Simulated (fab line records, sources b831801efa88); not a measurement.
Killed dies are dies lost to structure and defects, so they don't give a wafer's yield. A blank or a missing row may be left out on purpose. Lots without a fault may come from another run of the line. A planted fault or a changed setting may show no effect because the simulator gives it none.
fab line records | flow sky130
record lots=12 wafers=36 last_day=50
route steps=708 shown METAL3@536 CAPM@549 METAL4@632 PAD_OPEN@708
lots that met no fault: from a run of the same line without faults
start_h: hours from the record's first day to the start of the lot's first wafer shown | wait_h: hours since the lot's step before | " the same as in the row above | L1.1+2: a row that stands for several wafers | - no value, or no start given | * or withheld: withheld | < > ~ a bound
route shown NAME@n: a module of which the file shows steps, and the number in the route of the first | usual: mean/standard deviation of fault-free wafers | same: alike in all rows | chamber/n: place in a boat | sites: the reading at each site | _std_site: their standard deviation | _edge_site: outer sites' mean less inner sites' | radius_mm: how far each site lies from the wafer's centre | mask NAME#n: copy n | behind: the tool/chamber that last shaped the wafer | hold: why the lot was held/for how many hours/how that ended | device: the transistor (n, p or np) that didn't switch | end of line: the same wafers' tests at the end of the route | a step without rows: its recipe alone | killed: dies lost to structure and defects at the first sort, not the wafer's yield | map: a wafer's dies, x killed, . not, _ none there
set.NAME: the setting as run; set.NAME@STEP: as run at that earlier step | model.NAME: the simulator's own value behind a step, which no gauge read
steps of the route over a sample of lots; a table a step, a row a wafer
services: from which hour (start_h, from the record's first day; less than 0 if before it) a tool's chamber was out of use, for how many hours, and why
## steps
# step SKY_METAL3_SPUTTER_04
# recipe material=TiN target_thk_nm=70 power_w=6500 time_s=58.3 chamber_pressure_pa=0.4
# usual throttle_valve_pct=30.0/1.2
# columns lot.wafer tool chamber start_h wait_h throttle_valve_pct
L820.2 pvd_sputter-04 - 829.77 0.0 30.3
L820.4 " - " " 29.3
L820.6 " - " " 29.5
L821.2 pvd_sputter-01 - 842.61 0.0 28.3
L821.3 " - " " 30.2
L821.6 " - " " 30.0
L824.1 pvd_sputter-01 - 872.79 0.0 30.3
L824.2 " - " " 28.5
L824.6 " - " " 29.9
L825.2 pvd_sputter-02 - 874.86 0.0 31.0
L825.4 " - " " 30.8
L825.5 " - " " 28.0
L828.1 pvd_sputter-02 - 905.38 0.0 29.1
L828.4 " - " " 31.0
L828.6 " - " " 27.9
L829.2 pvd_sputter-02 - 910.26 0.0 30.9
L829.3 " - " " 28.1
L829.4 " - " " 29.2
L830.4 pvd_sputter-04 - 915.60 0.0 31.8
L830.5 " - " " 31.7
L830.6 " - " " 29.0
L838.2 pvd_sputter-01 - 1002.17 0.0 29.8
L838.3 " - " " 30.4
L838.4 " - " " 31.8
L839.1 pvd_sputter-04 - 1004.31 0.0 29.4
L839.5 " - " " 32.1
L839.6 " - " " 29.4
L840.1 pvd_sputter-04 - 1020.11 0.0 30.5
L840.2 " - " " 29.4
L840.3 " - " " 29.4
L843.1 pvd_sputter-01 - 1022.57 0.0 30.0
L843.3 " - " " 31.5
L843.6 " - " " 31.4
L842.3 pvd_sputter-01 - 1028.51 0.0 27.9
L842.4 " - " " 30.2
L842.5 " - " " 29.9
# step SKY_CAPM_OVL_MEAS_12
# usual CAPM_OVL=0.3/1.4
# columns lot.wafer tool chamber start_h wait_h CAPM_OVL[nm]
L820.2 overlay-01 - 855.29 0.1 0.3
L820.4 " - " " 1.7
L820.6 " - " " 1.1
L821.2 overlay-02 - 868.48 0.1 -1.0
L821.3 " - " " -1.7
L821.6 " - " " -1.2
L824.1 overlay-01 - 898.62 0.1 0.8
L824.2 " - " " 1.5
L824.6 " - " " 0.9
L825.2 overlay-02 - 900.68 0.1 0.1
L825.4 " - " " 0.4
L825.5 " - " " 1.2
L828.1 overlay-01 - 929.97 0.1 0.8
L828.4 " - " " 1.3
L828.6 " - " " 1.2
L829.2 overlay-02 - 935.54 0.1 -0.7
L829.3 " - " " 0.0
L829.4 " - " " -1.4
L830.4 overlay-01 - 940.30 0.1 1.2
L830.5 " - " " 0.2
L830.6 " - " " -1.1
L838.2 overlay-02 - 1024.79 0.1 -0.7
L838.3 " - " " 0.9
L838.4 " - " " 0.5
L839.1 overlay-02 - 1026.77 0.1 -1.6
L839.5 " - " " -3.1
L839.6 " - " " -4.3
L840.1 overlay-01 - 1042.57 0.1 1.1
L840.2 " - " " 1.2
L840.3 " - " " 1.8
L843.1 overlay-02 - 1043.67 0.1 0.3
L843.3 " - " " -0.1
L843.6 " - " " 0.4
L842.3 overlay-01 - 1050.29 0.1 -1.0
L842.4 " - " " -1.7
L842.5 " - " " -1.6
# step SKY_CAPM_STRIP_14
# recipe chemistry=O2/N2 power_w=1400 pressure_mtorr=1500 platen_temp_c=withheld o2_flow_sccm=3000 n2_flow_sccm=300 overash_fraction=0.5
# usual drypump_motor_current_A=5.8/0.42 oes_product_au=0.711/0.0046 strip_time_to_endpoint_s=12.67/0.049
# columns lot.wafer tool chamber start_h wait_h drypump_motor_current_A oes_product_au rf_hours_counter_h strip_time_to_endpoint_s
L820.2 plasma_asher-04 1 855.40 0.1 5.7 0.707 42 12.74
L820.4 " 0 " " 5.8 0.713 - 12.75
L820.6 " 0 " " 5.8 0.709 - 12.71
L821.2 plasma_asher-04 1 868.66 0.1 5.7 0.707 43 12.71
L821.3 " 1 " " 5.7 0.717 - 12.69
L821.6 " 0 " " 5.8 0.711 - 12.72
L824.1 plasma_asher-04 1 898.74 0.1 5.7 0.715 47 12.69
L824.2 " 0 " " 5.8 0.705 47 12.73
L824.6 " 0 " " 5.8 0.709 - 12.70
L825.2 plasma_asher-04 1 900.79 0.1 5.7 0.701 47 12.63
L825.4 " 0 " " 5.8 0.722 - 12.60
L825.5 " 0 " " 5.8 0.718 - 12.71
L828.1 plasma_asher-04 0 930.16 0.1 5.8 0.701 50 12.64
L828.4 " 0 " " 5.8 0.717 - 12.65
L828.6 " 1 " " 5.7 0.715 - 12.65
L829.2 plasma_asher-04 0 935.65 0.1 5.8 0.714 51 12.60
L829.3 " 0 " " 5.8 0.716 - 12.62
L829.4 " 1 " " 5.7 0.708 - 12.68
L830.4 plasma_asher-04 1 940.43 0.1 5.7 0.701 - 12.67
L830.5 " 0 " " 5.8 0.716 - 12.65
L830.6 " 1 " " 5.7 0.716 - 12.71
L838.2 plasma_asher-03 1 1024.90 0.1 5.5 0.707 89 12.67
L838.3 " 1 " " 5.6 0.718 - 12.62
L838.4 " 0 " " 5.2 0.704 - 12.66
L839.1 plasma_asher-04 0 1026.97 0.1 5.8 0.711 60 12.72
L839.5 " 1 " " 5.7 0.717 - 12.71
L839.6 " 0 " " 5.8 0.707 - 12.71
L840.1 plasma_asher-03 1 1042.69 0.1 5.5 0.710 91 12.68
L840.2 " 0 " " 5.2 0.703 91 12.65
L840.3 " 1 " " 5.6 0.718 - 12.68
L843.1 plasma_asher-01 1 1043.79 0.1 6.6 0.712 30 12.63
L843.3 " 0 " " 5.6 0.711 - 12.70
L843.6 " 0 " " 5.6 0.709 - 12.67
L842.3 plasma_asher-03 0 1050.42 0.1 5.2 0.711 - 12.56
L842.4 " 1 " " 5.6 0.709 - 12.60
L842.5 " 0 " " 5.2 0.717 - 12.61
# step SKY_METAL4_ETCH_16
# recipe chemistry=N2/H2 target=BARC ion_energy_ev=200 bias_w=100 pressure_mtorr=30 n2_flow_sccm=100 h2_flow_sccm=200 icp_w=500 stop_on=SiO2 time_s=88.2 target_depth_a=600
# usual bias_w=100.1/0.35 drypump_motor_current_A=6.0/0.47 oes_product_au=0.626/0.0046 throttle_valve_pct=13.204/0.0086
# columns lot.wafer tool chamber start_h wait_h bias_w drypump_motor_current_A oes_product_au rf_hours_counter_h throttle_valve_pct
L820.2 rie_metal-04 1 962.67 0.0 99.9 5.7 0.630 4 13.207
L820.4 " 0 " " 100.2 5.7 0.630 - 13.204
L820.6 " 0 " " 99.9 5.7 0.628 - 13.218
L821.2 rie_metal-04 0 974.32 0.0 100.0 5.7 0.626 15 13.212
L821.3 " 0 " " 100.1 5.6 0.619 - 13.180
L821.6 " 0 " " 99.8 5.7 0.626 - 13.208
L824.1 rie_metal-03 0 1002.67 0.0 99.7 6.1 0.626 4 13.206
L824.2 " 1 " " 100.1 6.8 0.620 12 13.191
L824.6 " 0 " " 99.9 6.1 0.624 - 13.207
L825.2 rie_metal-03 1 1004.36 0.0 99.0 6.8 0.624 13 13.209
L825.4 " 0 " " 100.4 6.1 0.625 - 13.205
L825.5 " 0 " " 100.4 6.1 0.621 - 13.216
L828.1 rie_metal-03 0 1029.87 0.0 106.1 6.1 0.627 5 13.213
L828.4 " 0 " " 106.3 6.1 0.626 - 13.208
L828.6 " 1 " " 106.0 6.8 0.616 - 13.212
L829.2 rie_metal-02 0 1035.42 0.0 99.5 5.4 0.626 7 13.193
L829.3 " 1 " " 99.7 6.1 0.622 - 13.196
L829.4 " 0 " " 99.7 5.4 0.625 - 13.213
L830.4 rie_metal-03 0 1037.95 0.0 106.1 6.1 0.625 - 13.213
L830.5 " 1 " " 106.2 6.8 0.625 - 13.199
L830.6 " 0 " " 106.0 6.1 0.623 - 13.203
L838.2 rie_metal-03 1 1112.77 0.0 100.2 6.8 0.621 20 13.205
L838.3 " 0 " " 100.7 6.1 0.624 - 13.204
L838.4 " 1 " " 99.9 6.8 0.633 - 13.192
L839.1 rie_metal-04 0 1114.92 0.0 100.0 5.7 0.628 24 13.201
L839.5 " 1 " " 100.0 5.7 0.620 - 13.210
L839.6 " 0 " " 99.9 5.7 0.628 - 13.195
L840.1 rie_metal-04 1 1128.31 0.0 100.0 5.7 0.629 14 13.209
L840.2 " 0 " " 99.8 5.7 0.631 25 13.199
L840.3 " 0 " " 100.1 5.7 0.621 - 13.214
L843.1 rie_metal-03 1 1129.26 0.0 100.2 6.8 0.625 22 13.193
L843.3 " 1 " " 100.0 6.8 0.626 - 13.203
L843.6 " 0 " " 99.9 6.1 0.630 - 13.212
L842.3 rie_metal-02 1 1135.61 0.0 99.4 6.1 0.630 - 13.193
L842.4 " 0 " " 100.3 5.4 0.621 - 13.201
L842.5 " 0 " " 100.1 5.4 0.631 - 13.195
# step SKY_PAD_OPEN_PROBE_99
# usual defect_limited_yield=82.5/1.9 killed_at_M0_to_M3=44/7.3 killed_at_M4_up=3.2/1.8 killed_at_contacts=24/5.4 killed_at_front_end=16/4.4 killed_at_other=0.3/0.48 killed_dies=86/9.5 killed_open=47/7.7 killed_short=39/6.4 sort_bin_3_pad_short=0.9/0.41 sort_bin_5_function=10.4/1.5 sort_bin_6_memory=6.2/1.1 sort_n_pass=406/9.5 sort_yield_pct=82.5/1.9
# same gross_dies=492 killed_at_back_side=0 sort_bin_4_leakage[%]=0 sort_bin_8_speed[%]=0
# columns lot.wafer tool chamber start_h wait_h defect_limited_yield[%] killed_at_M0_to_M3 killed_at_M4_up killed_at_contacts killed_at_front_end killed_at_other killed_dies killed_open killed_short sort_bin_3_pad_short[%] sort_bin_5_function[%] sort_bin_6_memory[%] sort_n_pass sort_yield_pct[%]
L820.2 prober-01 - 1059.80 0.1 81.5 46 1 25 18 1 91 57 34 0.4 10.2 7.9 401 81.5
L820.4 prober-01 - 1059.90 0.2 82.3 40 3 29 15 0 87 54 33 0.4 10.4 6.9 405 82.3
L820.6 prober-01 - 1060.00 0.2 78.5 52 6 28 20 0 106 62 44 1.8 12.8 6.9 386 78.5
L821.2 prober-02 - 1070.28 0.1 86.0 36 7 17 9 0 69 38 31 1.4 7.9 4.7 423 86.0
L821.3 prober-02 - 1070.33 0.2 82.7 43 3 28 10 1 85 43 42 0.8 10.4 6.1 407 82.7
L821.6 prober-02 - 1070.48 0.2 84.6 32 1 29 14 0 76 47 29 1.0 7.7 6.7 416 84.6
L825.2 prober-01 - 1097.62 0.1 81.1 42 10 23 18 0 93 42 51 1.0 11.0 6.9 399 81.1
L825.4 prober-01 - 1097.72 0.2 85.0 40 0 14 20 0 74 46 28 0.4 9.3 5.3 418 85.0
L825.5 prober-01 - 1097.77 0.2 80.7 48 3 25 18 1 95 54 41 1.0 11.4 6.9 397 80.7
L828.1 prober-02 - 1119.31 0.1 82.9 46 1 22 15 0 84 51 33 0.8 11.6 4.7 408 82.9
L828.4 prober-02 - 1119.46 0.2 81.7 42 4 25 18 1 90 45 45 0.8 11.6 5.9 402 81.7
L828.6 prober-02 - 1119.56 0.2 81.3 48 2 22 20 0 92 56 36 1.2 10.8 6.7 400 81.3
L829.2 prober-01 - 1124.14 0.1 85.2 38 3 22 10 0 73 45 28 0.6 8.3 5.9 419 85.2
L829.3 prober-01 - 1124.19 0.2 79.3 57 2 31 12 0 102 66 36 1.0 12.4 7.3 390 79.3
L829.4 prober-01 - 1124.24 0.2 79.3 55 1 32 13 1 102 62 40 1.4 11.2 8.1 390 79.3
L838.2 prober-02 - 1189.84 0.1 84.1 37 5 12 23 1 78 29 49 1.0 7.7 7.1 414 84.1
L838.3 prober-02 - 1189.89 0.2 81.3 47 3 28 13 1 92 53 39 0.8 12.0 5.9 400 81.3
L838.4 prober-02 - 1189.94 0.2 84.3 43 3 18 13 0 77 47 30 0.2 8.9 6.5 415 84.3
L839.1 prober-01 - 1191.26 0.1 84.3 46 4 17 9 1 77 42 35 0.8 10.0 4.9 415 84.3
L839.5 prober-01 - 1191.46 0.2 83.5 44 1 20 16 0 81 45 36 1.0 10.2 5.3 411 83.5
L839.6 prober-01 - 1191.51 0.2 80.9 56 4 13 21 0 94 49 45 1.4 10.8 6.9 398 80.9
# killed by level:class
L820.2 VIA1:geometric_particle:open=13 LI_CONTACT:geometric_particle:open=11 CONTACT:geometric_particle:open=9 VIA1:geometric_particle:short=7 VIA2:geometric_particle:open=7 FIELD_ISO:geometric_particle:open=6 METAL2:geometric_particle:short=5 VIA3:geometric_particle:open=5
L820.4 VIA1:geometric_particle:open=14 LI_CONTACT:geometric_particle:open=11 CONTACT:geometric_particle:open=10 VIA3:geometric_particle:open=6 POLY_GATE:geometric_particle:short=4 LI_CONTACT:geometric_particle:short=4 VIA2:geometric_particle:open=4 METAL1:geometric_particle:short=3
L820.6 VIA1:geometric_particle:open=13 VIA3:geometric_particle:open=13 LI_CONTACT:geometric_particle:open=8 CONTACT:geometric_particle:open=8 FIELD_ISO:geometric_particle:short=7 METAL2:geometric_particle:short=6 CONTACT:geometric_particle:short=5 VIA1:geometric_particle:short=4
L821.2 CONTACT:geometric_particle:open=7 VIA2:geometric_particle:open=6 LI_CONTACT:geometric_particle:open=5 METAL1:geometric_particle:short=5 VIA3:geometric_particle:open=5 METAL2:geometric_particle:short=5 METAL4:geometric_particle:short=4 VIA1:geometric_particle:short=4
L821.3 LI_CONTACT:geometric_particle:open=12 CONTACT:geometric_particle:open=9 METAL1:geometric_particle:short=9 VIA1:geometric_particle:open=7 VIA3:geometric_particle:open=7 METAL2:geometric_particle:short=4 VIA1:geometric_particle:short=4 VIA3:geometric_particle:short=4
L821.6 CONTACT:geometric_particle:open=10 LI_CONTACT:geometric_particle:open=8 VIA1:geometric_particle:open=6 METAL2:geometric_particle:short=6 VIA1:geometric_particle:short=5 FIELD_ISO:geometric_particle:open=4 VIA3:geometric_particle:open=4 SPACER:geometric_particle:open=3
L825.2 METAL4:geometric_particle:short=9 CONTACT:geometric_particle:open=8 VIA1:geometric_particle:open=8 METAL2:geometric_particle:short=7 VIA2:geometric_particle:open=7 LI_CONTACT:geometric_particle:open=6 CONTACT:geometric_particle:short=6 FIELD_ISO:geometric_particle:open=5
L825.4 VIA1:geometric_particle:open=10 VIA3:geometric_particle:open=6 LI_CONTACT:geometric_particle:open=5 VIA1:geometric_particle:short=5 VIA2:geometric_particle:open=5 FIELD_ISO:geometric_particle:open=4 FIELD_ISO:geometric_particle:short=4 POLY_GATE:geometric_particle:open=4
L825.5 VIA1:geometric_particle:open=11 LI_CONTACT:geometric_particle:open=9 VIA3:geometric_particle:open=9 VIA1:geometric_particle:short=6 CONTACT:geometric_particle:open=6 POLY_GATE:geometric_particle:short=5 LOCAL_INTERCONNECT:geometric_particle:short=5 FIELD_ISO:geometric_particle:open=4
L828.1 VIA1:geometric_particle:open=15 CONTACT:geometric_particle:open=9 VIA2:geometric_particle:open=8 VIA3:geometric_particle:open=6 POLY_GATE:geometric_particle:short=5 LI_CONTACT:geometric_particle:open=5 FIELD_ISO:geometric_particle:open=4 CONTACT:geometric_particle:short=4
L828.4 CONTACT:geometric_particle:open=10 VIA3:geometric_particle:open=9 METAL1:geometric_particle:short=7 POLY_GATE:geometric_particle:open=6 METAL2:geometric_particle:short=6 LOCAL_INTERCONNECT:geometric_particle:short=5 CONTACT:geometric_particle:short=5 VIA1:geometric_particle:open=5
L828.6 VIA1:geometric_particle:open=17 CONTACT:geometric_particle:open=10 POLY_GATE:geometric_particle:open=6 VIA2:geometric_particle:open=6 FIELD_ISO:geometric_particle:short=5 METAL2:geometric_particle:short=5 VIA3:geometric_particle:open=4 FIELD_ISO:geometric_particle:open=3
L829.2 VIA1:geometric_particle:open=13 LI_CONTACT:geometric_particle:open=7 CONTACT:geometric_particle:open=6 VIA1:geometric_particle:short=6 FIELD_ISO:geometric_particle:open=5 CONTACT:geometric_particle:short=3 METAL1:geometric_particle:short=3 METAL2:geometric_particle:short=3
L829.3 LI_CONTACT:geometric_particle:open=13 VIA1:geometric_particle:open=11 VIA2:geometric_particle:open=10 CONTACT:geometric_particle:open=9 VIA3:geometric_particle:open=9 LOCAL_INTERCONNECT:geometric_particle:short=6 METAL1:geometric_particle:short=5 VIA3:geometric_particle:short=5
L829.4 VIA1:geometric_particle:open=14 VIA3:geometric_particle:open=12 VIA2:geometric_particle:open=10 CONTACT:geometric_particle:open=10 CONTACT:geometric_particle:short=8 LOCAL_INTERCONNECT:geometric_particle:short=5 METAL2:geometric_particle:short=5 POLY_GATE:geometric_particle:open=4
L838.2 POLY_GATE:geometric_particle:short=10 VIA1:geometric_particle:short=8 METAL1:geometric_particle:short=6 VIA3:geometric_particle:open=6 VIA1:geometric_particle:open=5 METAL2:geometric_particle:short=5 METAL4:geometric_particle:short=4 LI_CONTACT:geometric_particle:open=4
L838.3 VIA1:geometric_particle:open=14 CONTACT:geometric_particle:open=10 VIA3:geometric_particle:open=7 METAL2:geometric_particle:short=7 FIELD_ISO:geometric_particle:open=5 LI_CONTACT:geometric_particle:open=5 VIA1:geometric_particle:short=4 LI_CONTACT:geometric_particle:short=4
L838.4 VIA1:geometric_particle:open=11 CONTACT:geometric_particle:open=7 LI_CONTACT:geometric_particle:open=6 METAL2:geometric_particle:short=6 VIA2:geometric_particle:open=5 FIELD_ISO:geometric_particle:open=4 VIA1:geometric_particle:short=4 VIA3:geometric_particle:open=4
L839.1 VIA2:geometric_particle:open=10 CONTACT:geometric_particle:open=9 VIA3:geometric_particle:open=7 VIA1:geometric_particle:open=6 POLY_GATE:geometric_particle:short=5 METAL3:geometric_particle:short=5 LI_CONTACT:geometric_particle:open=4 VIA1:geometric_particle:short=4
L839.5 CONTACT:geometric_particle:open=7 VIA3:geometric_particle:open=7 METAL1:geometric_particle:short=6 VIA1:geometric_particle:open=6 VIA2:geometric_particle:open=6 LI_CONTACT:geometric_particle:open=5 LOCAL_INTERCONNECT:geometric_particle:short=5 VIA2:geometric_particle:short=4
L839.6 VIA1:geometric_particle:open=18 VIA2:geometric_particle:open=9 FIELD_ISO:geometric_particle:short=6 VIA3:geometric_particle:open=6 METAL1:geometric_particle:short=5 CONTACT:geometric_particle:open=5 VIA1:geometric_particle:short=4 METAL2:geometric_particle:short=4
## services
# columns tool chamber start_h hours kind
plasma_asher-03 - 826.88 6.9 repair
rie_metal-03 1 833.97 4.0 repair
rie_metal-04 1 866.01 - clean
rie_metal-02 - 870.25 28.1 pm
pvd_sputter-02 - 898.14 1.7 repair
rie_metal-04 - 904.69 0.1 repair
rie_metal-03 0 905.21 - clean
rie_metal-03 0 905.21 28.9 scheduled_down
rie_metal-03 0 905.21 28.9 vent_cycle
rie_metal-02 0 911.27 20.4 repair
pvd_sputter-04 - 913.26 2.2 repair
pvd_sputter-01 - 939.47 6.4 repair
rie_metal-04 - 946.55 0.8 repair
plasma_asher-04 - 947.46 2.5 repair
pvd_sputter-02 - 972.84 3.3 repair
pvd_sputter-04 - 993.61 7.5 repair
pvd_sputter-02 - 1008.24 1.0 repair
rie_metal-03 0 1012.86 16.2 repair
plasma_asher-01 - 1018.72 1.3 repair
pvd_sputter-02 - 1019.02 8.0 repair
plasma_asher-04 - 1020.83 0.8 repair
pvd_sputter-01 - 1090.19 5.0 repair
rie_metal-03 - 1103.27 0.6 repair
plasma_asher-04 - 1130.25 0.7 repair
## key
first_sign step=SKY_METAL4_ETCH_16 reading=bias_w direction=up sigmas=17 usual=100.1 struck=106.1
effect none on later readings
met_at SKY_METAL4_ETCH_16
struck_lots L828,L830
not_acting_at SKY_METAL3_SPUTTER_04,SKY_CAPM_OVL_MEAS_12,SKY_CAPM_STRIP_14
onset_between 1004.36 1029.87
fault kind=process_parameter_drift tool=rie_metal-03 chamber=- onset_h=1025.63 steps=SKY_METAL4_ETCH_16 channel=bias_w offset=5.921 shape=step end_h=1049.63 acts_in=these_recipes_only stated=100
